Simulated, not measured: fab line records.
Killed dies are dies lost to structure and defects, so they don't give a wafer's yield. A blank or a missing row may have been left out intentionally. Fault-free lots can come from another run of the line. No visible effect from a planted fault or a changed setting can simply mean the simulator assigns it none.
Which of the tools did it? / flow sky130 / 42 wafers from 14 lots sampled at 5 of the route's 708 steps

== WHAT THE GAUGES READ, wafer by wafer ==
The record holds no reading of a measuring or inspecting step that can be judged against a usual standard deviation.

== WHAT TOOL EACH LOT RAN ON (gives the tool, then ch and the chambers of the sampled wafers, and finally the start) ==
lot=L233; SKY_METAL2_ETCH_18=rieMetal-04 ch 0,1, day 35 04:23; SKY_METAL2_STRIP_20=plasmaAsher-01 ch 0,1, day 35 04:33; SKY_VIA2_CMP_02=cmp-02 ch 1,2,3, day 35 05:19; SKY_VIA2_ETCH_14=rieDiel-03 ch 0,3, day 36 07:17; SKY_VIA2_STRIP_16=plasmaAsher-01 ch 0,1, day 36 07:23
lot=L234; SKY_METAL2_ETCH_18=rieMetal-03 ch 0,1, day 35 21:06; SKY_METAL2_STRIP_20=plasmaAsher-03 ch 1, day 35 21:19; SKY_VIA2_CMP_02=cmp-01 ch 1,2, day 35 22:08; SKY_VIA2_ETCH_14=rieDiel-04 ch 0,3, day 37 01:08; SKY_VIA2_STRIP_16=plasmaAsher-04 ch 0,1, day 37 01:14
lot=L235; SKY_METAL2_ETCH_18=rieMetal-02 ch 0,1, day 36 01:41; SKY_METAL2_STRIP_20=plasmaAsher-01 ch 0,1, day 36 01:51; SKY_VIA2_CMP_02=cmp-01 ch 1,3, day 36 02:44; SKY_VIA2_ETCH_14=rieDiel-02 ch 0,1,2, day 37 05:13; SKY_VIA2_STRIP_16=plasmaAsher-01 ch 0,1, day 37 05:19
lot=L236; SKY_METAL2_ETCH_18=rieMetal-03 ch 0,1, day 36 15:44; SKY_METAL2_STRIP_20=plasmaAsher-02 ch 0,1, day 36 15:54; SKY_VIA2_CMP_02=cmp-01 ch 0,1, day 36 16:41; SKY_VIA2_ETCH_14=rieDiel-03 ch 2,3, day 37 18:49; SKY_VIA2_STRIP_16=plasmaAsher-03 ch 0,1, day 37 18:55
lot=L237; SKY_METAL2_ETCH_18=rieMetal-03 ch 0,1, day 36 21:06; SKY_METAL2_STRIP_20=plasmaAsher-01 ch 0,1, day 36 21:15; SKY_VIA2_CMP_02=cmp-01 ch 0,3, day 36 22:34; SKY_VIA2_ETCH_14=rieDiel-02 ch 2,3, day 38 00:59; SKY_VIA2_STRIP_16=plasmaAsher-01 ch 0,1, day 38 01:05
lot=L238; SKY_METAL2_ETCH_18=rieMetal-04 ch 0,1, day 37 03:32; SKY_METAL2_STRIP_20=plasmaAsher-03 ch 0,1, day 37 03:42; SKY_VIA2_CMP_02=cmp-01 ch 0,1,2, day 37 04:44; SKY_VIA2_ETCH_14=rieDiel-03 ch 0,1,2, day 38 06:31; SKY_VIA2_STRIP_16=plasmaAsher-04 ch 0,1, day 38 06:37
lot=L239; SKY_METAL2_ETCH_18=rieMetal-03 ch 0,1, day 37 10:05; SKY_METAL2_STRIP_20=plasmaAsher-01 ch 0, day 37 10:15; SKY_VIA2_CMP_02=cmp-01 ch 0,1,3, day 37 11:10; SKY_VIA2_ETCH_14=rieDiel-04 ch 0,3, day 38 13:35; SKY_VIA2_STRIP_16=plasmaAsher-01 ch 0,1, day 38 13:41
lot=L240; SKY_METAL2_ETCH_18=rieMetal-04 ch 0,1, day 37 23:08; SKY_METAL2_STRIP_20=plasmaAsher-03 ch 0,1, day 37 23:18; SKY_VIA2_CMP_02=cmp-01 ch 0,1,2, day 38 00:16; SKY_VIA2_ETCH_14=rieDiel-02 ch 0,2, day 39 02:01; SKY_VIA2_STRIP_16=plasmaAsher-01 ch 0,1, day 39 02:07
lot=L243; SKY_METAL2_ETCH_18=rieMetal-03 ch 0,1, day 38 19:04; SKY_METAL2_STRIP_20=plasmaAsher-03 ch 0,1, day 38 19:14; SKY_VIA2_CMP_02=cmp-01 ch 0,1,2, day 38 20:01; SKY_VIA2_ETCH_14=rieDiel-02 ch 1,2,3, day 39 21:25; SKY_VIA2_STRIP_16=plasmaAsher-04 ch 0,1, day 39 21:34
lot=L247; SKY_METAL2_ETCH_18=rieMetal-02 ch 0,1, day 39 20:52; SKY_METAL2_STRIP_20=plasmaAsher-01 ch 0,1, day 39 21:02; SKY_VIA2_CMP_02=cmp-02 ch 0,1,3, day 39 21:50; SKY_VIA2_ETCH_14=rieDiel-02 ch 0,2,3, day 40 22:52; SKY_VIA2_STRIP_16=plasmaAsher-03 ch 0,1, day 40 23:01
lot=L249; SKY_METAL2_ETCH_18=rieMetal-03 ch 0,1, day 40 09:32; SKY_METAL2_STRIP_20=plasmaAsher-03 ch 0,1, day 40 09:42; SKY_VIA2_CMP_02=cmp-01 ch 0,1,2, day 40 10:31; SKY_VIA2_ETCH_14=rieDiel-04 ch 0,3, day 41 11:22; SKY_VIA2_STRIP_16=plasmaAsher-01 ch 0,1, day 41 11:28
lot=L250; SKY_METAL2_ETCH_18=rieMetal-04 ch 0,1, day 40 17:06; SKY_METAL2_STRIP_20=plasmaAsher-01 ch 0, day 40 17:15; SKY_VIA2_CMP_02=cmp-01 ch 1,2, day 40 18:02; SKY_VIA2_ETCH_14=rieDiel-04 ch 0,2,3, day 41 18:59; SKY_VIA2_STRIP_16=plasmaAsher-03 ch 1, day 41 19:05
lot=L254; SKY_METAL2_ETCH_18=rieMetal-04 ch 0,1, day 41 23:07; SKY_METAL2_STRIP_20=plasmaAsher-01 ch 0,1, day 41 23:17; SKY_VIA2_CMP_02=cmp-01 ch 1,2,3, day 42 00:08; SKY_VIA2_ETCH_14=rieDiel-03 ch 1,2,3, day 43 00:01; SKY_VIA2_STRIP_16=plasmaAsher-03 ch 0,1, day 43 00:10
lot=L256; SKY_METAL2_ETCH_18=rieMetal-04 ch 1, day 42 16:24; SKY_METAL2_STRIP_20=plasmaAsher-03 ch 0,1, day 42 16:33; SKY_VIA2_CMP_02=cmp-02 ch 1,2,3, day 42 17:46; SKY_VIA2_ETCH_14=rieDiel-02 ch 0,2,3, day 43 17:29; SKY_VIA2_STRIP_16=plasmaAsher-01 ch 0, day 43 17:35
- SKY_METAL2_ETCH_18: etches BARC in N2/H2, stops on SiO2, time 45.9 s, target depth 60 nm.
- SKY_METAL2_STRIP_20: strips in O2/N2.
- SKY_VIA2_CMP_02: polishes SiO2.
- SKY_VIA2_ETCH_14: etches BARC in N2/H2, stops on SiO2, time 45.9 s, target depth 60 nm.
- SKY_VIA2_STRIP_16: strips in O2/N2.

== AS READ BY THE TOOLS THEMSELVES (means over the sampled wafers that have a number; for cases with no such wafer, the mark the record gives instead) ==
SKY_METAL2_ETCH_18. Usual: chamberPressureMTorr 30.005 mTorr, standard deviation 0.028; drypumpMotorCurrentA 5.69 A, standard deviation 0.23; oesProductAu 0.854 a.u., standard deviation 0.0049; runLengthS 74.7 s, standard deviation 0.92; throttleValvePct 13.226 %, standard deviation 0.0091.
lot=L233; tool=rieMetal-04; chamberPressureMTorr (mTorr)=29.976; drypumpMotorCurrentA (A)=5.63; oesProductAu (a.u.)=0.852; runLengthS (s)=74.5; throttleValvePct (%)=13.224; flag=
lot=L234; tool=rieMetal-03; chamberPressureMTorr (mTorr)=30.030; drypumpMotorCurrentA (A)=5.76; oesProductAu (a.u.)=0.854; runLengthS (s)=77.0; throttleValvePct (%)=13.223; flag=
lot=L235; tool=rieMetal-02; chamberPressureMTorr (mTorr)=29.993; drypumpMotorCurrentA (A)=5.49; oesProductAu (a.u.)=0.852; runLengthS (s)=74.9; throttleValvePct (%)=13.228; flag=
lot=L236; tool=rieMetal-03; chamberPressureMTorr (mTorr)=30.031; drypumpMotorCurrentA (A)=5.84; oesProductAu (a.u.)=0.849; runLengthS (s)=74.3; throttleValvePct (%)=13.234; flag=
lot=L237; tool=rieMetal-03; chamberPressureMTorr (mTorr)=29.997; drypumpMotorCurrentA (A)=5.88; oesProductAu (a.u.)=0.855; runLengthS (s)=74.3; throttleValvePct (%)=13.219; flag=
lot=L238; tool=rieMetal-04; chamberPressureMTorr (mTorr)=29.992; drypumpMotorCurrentA (A)=5.74; oesProductAu (a.u.)=0.856; runLengthS (s)=74.6; throttleValvePct (%)=13.236; flag=
lot=L239; tool=rieMetal-03; chamberPressureMTorr (mTorr)=30.025; drypumpMotorCurrentA (A)=5.84; oesProductAu (a.u.)=0.855; runLengthS (s)=74.3; throttleValvePct (%)=13.229; flag=
lot=L240; tool=rieMetal-04; chamberPressureMTorr (mTorr)=29.988; drypumpMotorCurrentA (A)=5.58; oesProductAu (a.u.)=0.856; runLengthS (s)=74.3; throttleValvePct (%)=13.225; flag=
lot=L243; tool=rieMetal-03; chamberPressureMTorr (mTorr)=29.984; drypumpMotorCurrentA (A)=5.77; oesProductAu (a.u.)=0.850; runLengthS (s)=74.0; throttleValvePct (%)=13.226; flag=
lot=L247; tool=rieMetal-02; chamberPressureMTorr (mTorr)=30.001; drypumpMotorCurrentA (A)=5.48; oesProductAu (a.u.)=0.854; runLengthS (s)=74.8; throttleValvePct (%)=13.224; flag=
lot=L249; tool=rieMetal-03; chamberPressureMTorr (mTorr)=29.985; drypumpMotorCurrentA (A)=5.78; oesProductAu (a.u.)=0.858; runLengthS (s)=73.9; throttleValvePct (%)=13.229; flag=
lot=L250; tool=rieMetal-04; chamberPressureMTorr (mTorr)=30.021; drypumpMotorCurrentA (A)=5.61; oesProductAu (a.u.)=0.854; runLengthS (s)=74.5; throttleValvePct (%)=13.225; flag=
lot=L254; tool=rieMetal-04; chamberPressureMTorr (mTorr)=30.020; drypumpMotorCurrentA (A)=5.59; oesProductAu (a.u.)=0.856; runLengthS (s)=74.5; throttleValvePct (%)=13.225; flag=
lot=L256; tool=rieMetal-04; chamberPressureMTorr (mTorr)=30.014; drypumpMotorCurrentA (A)=5.94; oesProductAu (a.u.)=0.854; runLengthS (s)=74.6; throttleValvePct (%)=13.218; flag=

SKY_METAL2_STRIP_20. Usual: chamberPressureMTorr 1500.1 mTorr, standard deviation 1.3; drypumpMotorCurrentA 5.5 A, standard deviation 0.32; oesProductAu 0.343 a.u., standard deviation 0.0043; stripTimeToEndpointS 2.69 s, standard deviation 0.033.
lot=L233; tool=plasmaAsher-01; chamberPressureMTorr (mTorr)=1499.9; drypumpMotorCurrentA (A)=5.6; oesProductAu (a.u.)=0.345; stripTimeToEndpointS (s)=2.69; flag=
lot=L234; tool=plasmaAsher-03; chamberPressureMTorr (mTorr)=1501.1; drypumpMotorCurrentA (A)=5.7; oesProductAu (a.u.)=0.341; stripTimeToEndpointS (s)=2.67; flag=
lot=L235; tool=plasmaAsher-01; chamberPressureMTorr (mTorr)=1499.2; drypumpMotorCurrentA (A)=5.6; oesProductAu (a.u.)=0.341; stripTimeToEndpointS (s)=2.67; flag=
lot=L236; tool=plasmaAsher-02; chamberPressureMTorr (mTorr)=1499.7; drypumpMotorCurrentA (A)=5.3; oesProductAu (a.u.)=0.340; stripTimeToEndpointS (s)=2.68; flag=
lot=L237; tool=plasmaAsher-01; chamberPressureMTorr (mTorr)=1499.8; drypumpMotorCurrentA (A)=5.6; oesProductAu (a.u.)=0.342; stripTimeToEndpointS (s)=2.69; flag=
lot=L238; tool=plasmaAsher-03; chamberPressureMTorr (mTorr)=1500.9; drypumpMotorCurrentA (A)=5.2; oesProductAu (a.u.)=0.343; stripTimeToEndpointS (s)=2.65; flag=
lot=L239; tool=plasmaAsher-01; chamberPressureMTorr (mTorr)=1499.5; drypumpMotorCurrentA (A)=5.7; oesProductAu (a.u.)=0.341; stripTimeToEndpointS (s)=2.73; flag=
lot=L240; tool=plasmaAsher-03; chamberPressureMTorr (mTorr)=1500.5; drypumpMotorCurrentA (A)=5.1; oesProductAu (a.u.)=0.344; stripTimeToEndpointS (s)=2.70; flag=
lot=L243; tool=plasmaAsher-03; chamberPressureMTorr (mTorr)=1500.3; drypumpMotorCurrentA (A)=5.4; oesProductAu (a.u.)=0.342; stripTimeToEndpointS (s)=2.72; flag=
lot=L247; tool=plasmaAsher-01; chamberPressureMTorr (mTorr)=1498.2; drypumpMotorCurrentA (A)=5.7; oesProductAu (a.u.)=0.345; stripTimeToEndpointS (s)=2.68; flag=
lot=L249; tool=plasmaAsher-03; chamberPressureMTorr (mTorr)=1499.0; drypumpMotorCurrentA (A)=5.2; oesProductAu (a.u.)=0.345; stripTimeToEndpointS (s)=2.72; flag=
lot=L250; tool=plasmaAsher-01; chamberPressureMTorr (mTorr)=1500.2; drypumpMotorCurrentA (A)=5.7; oesProductAu (a.u.)=0.344; stripTimeToEndpointS (s)=2.73; flag=
lot=L254; tool=plasmaAsher-01; chamberPressureMTorr (mTorr)=1499.4; drypumpMotorCurrentA (A)=5.6; oesProductAu (a.u.)=0.346; stripTimeToEndpointS (s)=2.72; flag=
lot=L256; tool=plasmaAsher-03; chamberPressureMTorr (mTorr)=1499.5; drypumpMotorCurrentA (A)=5.2; oesProductAu (a.u.)=0.346; stripTimeToEndpointS (s)=2.68; flag=

SKY_VIA2_CMP_02. Usual: headPressurePsi 4.000 psi, standard deviation 0.0097; motorCurrentA 12.1 A, standard deviation 1.5.
lot=L233; tool=cmp-02; headPressurePsi (psi)=3.981; motorCurrentA (A)=11.5; flag=
lot=L234; tool=cmp-01; headPressurePsi (psi)=4.003; motorCurrentA (A)=12.8; flag=
lot=L235; tool=cmp-01; headPressurePsi (psi)=3.993; motorCurrentA (A)=11.6; flag=
lot=L236; tool=cmp-01; headPressurePsi (psi)=4.006; motorCurrentA (A)=12.8; flag=
lot=L237; tool=cmp-01; headPressurePsi (psi)=4.008; motorCurrentA (A)=11.0; flag=
lot=L238; tool=cmp-01; headPressurePsi (psi)=4.011; motorCurrentA (A)=13.1; flag=
lot=L239; tool=cmp-01; headPressurePsi (psi)=4.004; motorCurrentA (A)=11.8; flag=
lot=L240; tool=cmp-01; headPressurePsi (psi)=3.991; motorCurrentA (A)=12.6; flag=
lot=L243; tool=cmp-01; headPressurePsi (psi)=3.993; motorCurrentA (A)=13.0; flag=
lot=L247; tool=cmp-02; headPressurePsi (psi)=4.013; motorCurrentA (A)=11.4; flag=
lot=L249; tool=cmp-01; headPressurePsi (psi)=4.010; motorCurrentA (A)=12.8; flag=
lot=L250; tool=cmp-01; headPressurePsi (psi)=4.005; motorCurrentA (A)=13.9; flag=
lot=L254; tool=cmp-01; headPressurePsi (psi)=3.998; motorCurrentA (A)=12.3; flag=
lot=L256; tool=cmp-02; headPressurePsi (psi)=4.001; motorCurrentA (A)=11.3; flag=

SKY_VIA2_ETCH_14. Usual: chamberPressureMTorr 30.00 mTorr, standard deviation 0.049; drypumpMotorCurrentA 5.89 A, standard deviation 0.28; oesProductAu 0.855 a.u., standard deviation 0.005; runLengthS 74.3 s, standard deviation 0.51; throttleValvePct 13.225 %, standard deviation 0.0089.
lot=L233; tool=rieDiel-03; chamberPressureMTorr (mTorr)=29.98; drypumpMotorCurrentA (A)=5.52; oesProductAu (a.u.)=0.854; runLengthS (s)=73.4; throttleValvePct (%)=13.221; flag=
lot=L234; tool=rieDiel-04; chamberPressureMTorr (mTorr)=29.99; drypumpMotorCurrentA (A)=5.78; oesProductAu (a.u.)=0.852; runLengthS (s)=74.5; throttleValvePct (%)=13.232; flag=
lot=L235; tool=rieDiel-02; chamberPressureMTorr (mTorr)=30.00; drypumpMotorCurrentA (A)=5.81; oesProductAu (a.u.)=0.856; runLengthS (s)=74.8; throttleValvePct (%)=13.228; flag=
lot=L236; tool=rieDiel-03; chamberPressureMTorr (mTorr)=30.02; drypumpMotorCurrentA (A)=5.49; oesProductAu (a.u.)=0.854; runLengthS (s)=73.7; throttleValvePct (%)=13.230; flag=
lot=L237; tool=rieDiel-02; chamberPressureMTorr (mTorr)=29.98; drypumpMotorCurrentA (A)=5.88; oesProductAu (a.u.)=0.851; runLengthS (s)=74.0; throttleValvePct (%)=13.223; flag=
lot=L238; tool=rieDiel-03; chamberPressureMTorr (mTorr)=29.98; drypumpMotorCurrentA (A)=6.19; oesProductAu (a.u.)=0.855; runLengthS (s)=74.0; throttleValvePct (%)=13.222; flag=
lot=L239; tool=rieDiel-04; chamberPressureMTorr (mTorr)=30.04; drypumpMotorCurrentA (A)=5.80; oesProductAu (a.u.)=0.852; runLengthS (s)=74.6; throttleValvePct (%)=13.221; flag=
lot=L240; tool=rieDiel-02; chamberPressureMTorr (mTorr)=30.01; drypumpMotorCurrentA (A)=5.72; oesProductAu (a.u.)=0.858; runLengthS (s)=74.5; throttleValvePct (%)=13.227; flag=
lot=L243; tool=rieDiel-02; chamberPressureMTorr (mTorr)=30.02; drypumpMotorCurrentA (A)=5.96; oesProductAu (a.u.)=1.001; runLengthS (s)=66.1; throttleValvePct (%)=13.236; flag=OFF
lot=L247; tool=rieDiel-02; chamberPressureMTorr (mTorr)=30.18; drypumpMotorCurrentA (A)=5.86; oesProductAu (a.u.)=1.004; runLengthS (s)=65.8; throttleValvePct (%)=13.238; flag=OFF
lot=L249; tool=rieDiel-04; chamberPressureMTorr (mTorr)=30.02; drypumpMotorCurrentA (A)=5.79; oesProductAu (a.u.)=0.854; runLengthS (s)=74.8; throttleValvePct (%)=13.217; flag=
lot=L250; tool=rieDiel-04; chamberPressureMTorr (mTorr)=30.00; drypumpMotorCurrentA (A)=5.85; oesProductAu (a.u.)=0.852; runLengthS (s)=74.7; throttleValvePct (%)=13.231; flag=
lot=L254; tool=rieDiel-03; chamberPressureMTorr (mTorr)=30.01; drypumpMotorCurrentA (A)=5.90; oesProductAu (a.u.)=0.852; runLengthS (s)=73.5; throttleValvePct (%)=13.225; flag=
lot=L256; tool=rieDiel-02; chamberPressureMTorr (mTorr)=30.00; drypumpMotorCurrentA (A)=5.87; oesProductAu (a.u.)=0.856; runLengthS (s)=74.1; throttleValvePct (%)=13.220; flag=

SKY_VIA2_STRIP_16. Usual: chamberPressureMTorr 1499.9 mTorr, standard deviation 1.4; drypumpMotorCurrentA 5.5 A, standard deviation 0.46; oesProductAu 0.398 a.u., standard deviation 0.0045; stripTimeToEndpointS 4.049 s, standard deviation 0.025.
lot=L233; tool=plasmaAsher-01; chamberPressureMTorr (mTorr)=1499.4; drypumpMotorCurrentA (A)=5.6; oesProductAu (a.u.)=0.400; stripTimeToEndpointS (s)=4.047; flag=
lot=L234; tool=plasmaAsher-04; chamberPressureMTorr (mTorr)=1498.6; drypumpMotorCurrentA (A)=5.7; oesProductAu (a.u.)=0.400; stripTimeToEndpointS (s)=4.038; flag=
lot=L235; tool=plasmaAsher-01; chamberPressureMTorr (mTorr)=1500.3; drypumpMotorCurrentA (A)=5.7; oesProductAu (a.u.)=0.400; stripTimeToEndpointS (s)=4.045; flag=
lot=L236; tool=plasmaAsher-03; chamberPressureMTorr (mTorr)=1500.4; drypumpMotorCurrentA (A)=5.2; oesProductAu (a.u.)=0.401; stripTimeToEndpointS (s)=4.058; flag=
lot=L237; tool=plasmaAsher-01; chamberPressureMTorr (mTorr)=1499.5; drypumpMotorCurrentA (A)=5.7; oesProductAu (a.u.)=0.395; stripTimeToEndpointS (s)=4.041; flag=
lot=L238; tool=plasmaAsher-04; chamberPressureMTorr (mTorr)=1500.3; drypumpMotorCurrentA (A)=5.3; oesProductAu (a.u.)=0.399; stripTimeToEndpointS (s)=4.044; flag=
lot=L239; tool=plasmaAsher-01; chamberPressureMTorr (mTorr)=1501.6; drypumpMotorCurrentA (A)=5.7; oesProductAu (a.u.)=0.396; stripTimeToEndpointS (s)=4.070; flag=
lot=L240; tool=plasmaAsher-01; chamberPressureMTorr (mTorr)=1500.4; drypumpMotorCurrentA (A)=5.6; oesProductAu (a.u.)=0.398; stripTimeToEndpointS (s)=4.022; flag=
lot=L243; tool=plasmaAsher-04; chamberPressureMTorr (mTorr)=1499.1; drypumpMotorCurrentA (A)=5.7; oesProductAu (a.u.)=0.397; stripTimeToEndpointS (s)=4.124; flag=
lot=L247; tool=plasmaAsher-03; chamberPressureMTorr (mTorr)=1499.7; drypumpMotorCurrentA (A)=5.4; oesProductAu (a.u.)=0.399; stripTimeToEndpointS (s)=4.149; flag=OFF
lot=L249; tool=plasmaAsher-01; chamberPressureMTorr (mTorr)=1499.3; drypumpMotorCurrentA (A)=5.6; oesProductAu (a.u.)=0.399; stripTimeToEndpointS (s)=4.052; flag=
lot=L250; tool=plasmaAsher-03; chamberPressureMTorr (mTorr)=1501.3; drypumpMotorCurrentA (A)=5.7; oesProductAu (a.u.)=0.401; stripTimeToEndpointS (s)=4.047; flag=
lot=L254; tool=plasmaAsher-03; chamberPressureMTorr (mTorr)=1500.0; drypumpMotorCurrentA (A)=5.2; oesProductAu (a.u.)=0.402; stripTimeToEndpointS (s)=4.044; flag=
lot=L256; tool=plasmaAsher-01; chamberPressureMTorr (mTorr)=1499.0; drypumpMotorCurrentA (A)=5.7; oesProductAu (a.u.)=0.395; stripTimeToEndpointS (s)=4.034; flag=

== THE ANSWER, worked out from the rows above alone ==
Rule: a lot counts as off when the mean over its wafers that have a number is more than 3 standard deviations away from the usual mean. Also off: a lot with no number at a reading for which 4 or more lots have one. All remaining lots with rows at the step are treated as sound. After the gauges, taken in route order, come the tools' own readings; for these a lot's mean is taken, as printed above. At the first step where some lot is off, the reading lying furthest off is the one used; lots without a number count as furthest.
Off at SKY_VIA2_ETCH_14 (oesProductAu): L243, L247.
If a tool, at that step or one of the process steps before it, ran each lot that is off and ran no sound lot following the first of them, it fits. Not one of the candidates tried fits.

== WHAT THE SIMULATOR HAD INSERTED ==
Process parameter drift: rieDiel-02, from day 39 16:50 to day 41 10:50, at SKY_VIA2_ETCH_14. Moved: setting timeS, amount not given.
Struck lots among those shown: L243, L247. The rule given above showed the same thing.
